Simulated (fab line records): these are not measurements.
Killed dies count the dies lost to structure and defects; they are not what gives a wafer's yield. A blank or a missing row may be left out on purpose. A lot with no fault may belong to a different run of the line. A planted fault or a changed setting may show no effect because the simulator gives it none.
The tool behind it: which one? -- flow gf180mcu -- 10 lots, 30 wafers sampled, at 6 steps of a route of 602

== WHAT THE GAUGES SHOWED, per wafer ==
GF_V3_THK_MEAS_03.
lot,measured,on,V3_CVD_02_THK (nm)
L477,day 21 15:40,film metro-01,855 876 878
L480,day 22 12:57,film metro-01,836 836 850
L483,day 23 15:35,film metro-03,838 862 854
L484,day 24 04:37,film metro-01,848 851 858
L490,day 26 08:54,film metro-01,821 862 848
L491,day 26 17:17,film metro-01,852 848 866
L492,day 27 00:07,film metro-01,828 847 834
L493,day 27 01:50,film metro-01,833 844 858
L499,day 28 18:35,film metro-04,856 854 850
L500,day 28 21:38,film metro-03,868 849 876

GF_MIM_RS_MEAS_10: measurement is done with a four-point probe.
lot,measured,on,MIM_ALCU_RS (ohm/sq)
L477,day 24 18:22,film metro-03,0.1600 0.1592 0.1585
L480,day 25 15:25,film metro-03,0.1579 0.1600 0.1580
L483,day 26 13:48,film metro-01,0.1619 0.1597 0.1625
L484,day 27 03:00,film metro-02,0.1595 0.1594 0.1612
L490,day 29 03:20,film metro-01,0.1565 0.1611 0.1578
L491,day 29 10:22,film metro-01,0.1938 0.1907 0.1904
L492,day 29 15:38,film metro-02,0.1600 0.1601 0.1602
L493,day 29 18:30,film metro-03,0.1907 0.1893 0.1866
L499,day 31 08:27,film metro-01,0.1627 0.1621 0.1596
L500,day 31 10:31,film metro-01,0.1649 0.1649 0.1627

GF_MIM_THK_MEAS_11: measures by xrf.
lot,measured,on,MIM_ALCU_THK (nm)
L477,day 24 18:29,film metro-03,200.0 199.3 200.7
L480,day 25 15:32,film metro-03,201.2 198.5 201.3
L483,day 26 13:55,film metro-01,199.4 201.4 198.2
L484,day 27 03:07,film metro-02,201.1 201.6 199.7
L490,day 29 03:27,film metro-01,207.0 198.7 203.4
L491,day 29 10:29,film metro-01,167.4 169.2 171.5
L492,day 29 15:44,film metro-02,201.0 200.2 201.1
L493,day 29 18:37,film metro-03,169.2 170.2 173.0
L499,day 31 08:34,film metro-01,198.8 200.3 200.9
L500,day 31 10:38,film metro-01,195.2 195.9 197.7

== TOOL THAT RAN EACH LOT (tool first, then ch and the chambers of the sampled wafers, then the start) ==
lot,GF_V2_STRIP_18,GF_V3_CVD_02,GF_MIM_SPUTTER_08
L477,"plasma asher-03 ch 0,1, day 20 13:00","pecvd-04 ch 0,1, day 21 15:36","pvd sputter-04, day 24 18:18"
L480,"plasma asher-01 ch 0,1, day 21 10:33","pecvd-02 ch 0,1, day 22 12:53","pvd sputter-04, day 25 15:21"
L483,"plasma asher-04 ch 0,1, day 22 14:37","pecvd-03 ch 0,2, day 23 15:30","pvd sputter-03, day 26 13:43"
L484,"plasma asher-04 ch 0, day 23 03:16","pecvd-03 ch 0,1,2, day 24 04:33","pvd sputter-04, day 27 02:55"
L490,"plasma asher-04 ch 0,1, day 25 08:41","pecvd-04 ch 1,2, day 26 08:50","pvd sputter-03, day 29 03:16"
L491,"plasma asher-03 ch 0,1, day 25 17:28","pecvd-02 ch 0,1, day 26 17:13","pvd sputter-04, day 29 10:18"
L492,"plasma asher-03 ch 0,1, day 26 01:04","pecvd-03 ch 0,1,2, day 27 00:02","pvd sputter-01, day 29 15:33"
L493,"plasma asher-04 ch 0,1, day 26 02:20","pecvd-02 ch 0,2, day 27 01:45","pvd sputter-04, day 29 18:26"
L499,"plasma asher-04 ch 0,1, day 27 21:04","pecvd-04 ch 0,1, day 28 18:29","pvd sputter-03, day 31 08:23"
L500,"plasma asher-01 ch 0,1, day 28 00:01","pecvd-02 ch 0,2, day 28 21:33","pvd sputter-01, day 31 10:27"
- GF_V2_STRIP_18: strips in O2/N2.
- GF_V3_CVD_02: deposits SiO2 from TEOS, target thk 850 nm, time 94.851 s.
- GF_MIM_SPUTTER_08: material AlCu, target thk 200 nm, time 10.6 s.

== AS READ BY THE TOOLS THEMSELVES (means over the sampled wafers that have a number; for cases with no such wafer, the mark the record gives instead) ==
GF_V2_STRIP_18.
lot,tool,drypump motor current A (A),heater power w (W),oes product au (a.u.)
L477,plasma asher-03,5.8,336,0.592
L480,plasma asher-01,5.5,346,0.590
L483,plasma asher-04,5.6,350,0.593
L484,plasma asher-04,5.2,328,0.592
L490,plasma asher-04,5.4,336,0.598
L491,plasma asher-03,5.8,333,0.593
L492,plasma asher-03,5.8,335,0.594
L493,plasma asher-04,5.4,337,0.599
L499,plasma asher-04,5.5,354,0.598
L500,plasma asher-01,5.2,342,0.594

GF_V3_CVD_02.
lot,tool,heater power w (W),susceptor temp C (C)
L477,pecvd-04,639,400.02
L480,pecvd-02,565,400.05
L483,pecvd-03,569,400.12
L484,pecvd-03,693,400.27
L490,pecvd-04,650,399.87
L491,pecvd-02,620,399.85
L492,pecvd-03,764,400.08
L493,pecvd-02,625,400.18
L499,pecvd-04,567,400.00
L500,pecvd-02,676,399.89

GF_MIM_SPUTTER_08.
lot,tool,cathode dc power W (W),throttle valve pct (%)
L477,pvd sputter-04,10600,28.9
L480,pvd sputter-04,10599,28.9
L483,pvd sputter-03,10599,30.5
L484,pvd sputter-04,10601,29.4
L490,pvd sputter-03,10600,30.4
L491,pvd sputter-04,8986,29.2
L492,pvd sputter-01,10600,31.0
L493,pvd sputter-04,8989,29.1
L499,pvd sputter-03,10599,29.6
L500,pvd sputter-01,10600,30.0

== THE ANSWER, worked out from the rows above alone ==
Rule: usual is defined by the lots themselves. Put in order of their means at a reading, lots are off if they are a third of the lots or fewer, leave a main group of 4 or more, and stand apart from it by a gap of 3 or more times the standard deviation of the main group's means; of several such gaps the widest counts. A main group is skipped when, at the precision printed for the reading in the tables above, its means are all equal. A lot without any number at a reading at which 4 lots or more have one is off too. The other lots that the step has rows for count as sound. After the gauges, taken in route order, come the tools' own readings; for these a lot's mean is taken, as printed above. At the first step where some lot is off, the reading lying furthest off is the one used; lots without a number count as furthest.
Off: at GF_MIM_RS_MEAS_10 (MIM_ALCU_RS), L491, L493. The main group: mean 0.1604 ohm/sq, standard deviation 0.0018.
If a tool, at a process step before that reading, ran all the lots that are off and no sound lot after the first of them, it fits. Not tried: the gauges at GF_MIM_RS_MEAS_10; whatever is off there is also off at GF_MIM_SPUTTER_08, on other tools, and gauge error can't account for it. One fits: GF_MIM_SPUTTER_08 on pvd sputter-04. A fault onset in the window from L484 (day 27 02:55, its last sound lot) to L491 (day 29 10:18, its first lot off) fits.
The tool's own readings at GF_MIM_SPUTTER_08 bear it out: on the lots that are off they differ by more than 5 times the standard deviation of the sound lots' means. cathode dc power W reads 8988 W there against 10600 W on the sound lots.

== WHAT HAD BEEN PUT IN BY THE SIMULATOR ==
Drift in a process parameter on pvd sputter-04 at GF_MIM_SPUTTER_08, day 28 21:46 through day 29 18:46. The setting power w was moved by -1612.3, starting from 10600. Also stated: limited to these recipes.
Struck lots among those shown: L491, L493. The rule above reached the same finding.
